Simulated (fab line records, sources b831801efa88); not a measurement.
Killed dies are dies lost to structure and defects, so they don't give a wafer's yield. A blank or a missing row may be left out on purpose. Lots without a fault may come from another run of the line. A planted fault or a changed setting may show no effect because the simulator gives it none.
Which tool did it? | flow sky130 | 6 lots, 18 wafers sampled, at 2 steps of a route of 708

WHAT THE GAUGES READ, wafer by wafer
SKY_SONOS_ONO_CD_MEAS_13: target cd 410 nm.
lot  | measured     | on        | cd_nm (nm)
L725 | day 13 18:32 | cd_sem-01 | 403.3 404.8 405.2
L727 | day 14 08:51 | cd_sem-01 | 410.7 408.7 410.0
L735 | day 17 01:11 | cd_sem-02 | 408.9 408.9 409.7
L737 | day 18 01:32 | cd_sem-02 | 413.9 412.6 412.4
L741 | day 19 11:25 | cd_sem-02 | 410.9 410.2 409.6
L743 | day 20 20:01 | cd_sem-02 | 407.8 407.0 406.0

WHICH TOOL RAN EACH LOT (tool, then ch and the chambers of the sampled wafers, then the start)
lot  | SKY_NWELL_STRIP_14
L725 | plasma_asher-03 ch 0,1, day 5 04:58
L727 | plasma_asher-02 ch 0,1, day 5 18:35
L735 | plasma_asher-02 ch 0,1, day 7 15:46
L737 | plasma_asher-02 ch 0,1, day 8 07:13
L741 | plasma_asher-04 ch 0,1, day 9 08:17
L743 | plasma_asher-03 ch 0,1, day 9 18:11
- SKY_NWELL_STRIP_14: strips in O2/N2.

THE ANSWER, worked out from the rows above alone
Rule: what is usual is taken from the lots themselves. Put in order of their means at a reading, lots are off if they are a third of the lots or fewer, leave a main group of 4 or more, and stand apart from it by a gap of 3 or more times the standard deviation of the main group's means; of several such gaps the widest counts. A main group whose means are all the same, to the digits that the tables above print for the reading, isn't used. A lot without any number at a reading at which 4 lots or more have one is off too. The other lots that the step has rows for count as sound.
No lot is off at any reading shown: from this, nothing can be told.

WHAT THE SIMULATOR HAD PUT IN
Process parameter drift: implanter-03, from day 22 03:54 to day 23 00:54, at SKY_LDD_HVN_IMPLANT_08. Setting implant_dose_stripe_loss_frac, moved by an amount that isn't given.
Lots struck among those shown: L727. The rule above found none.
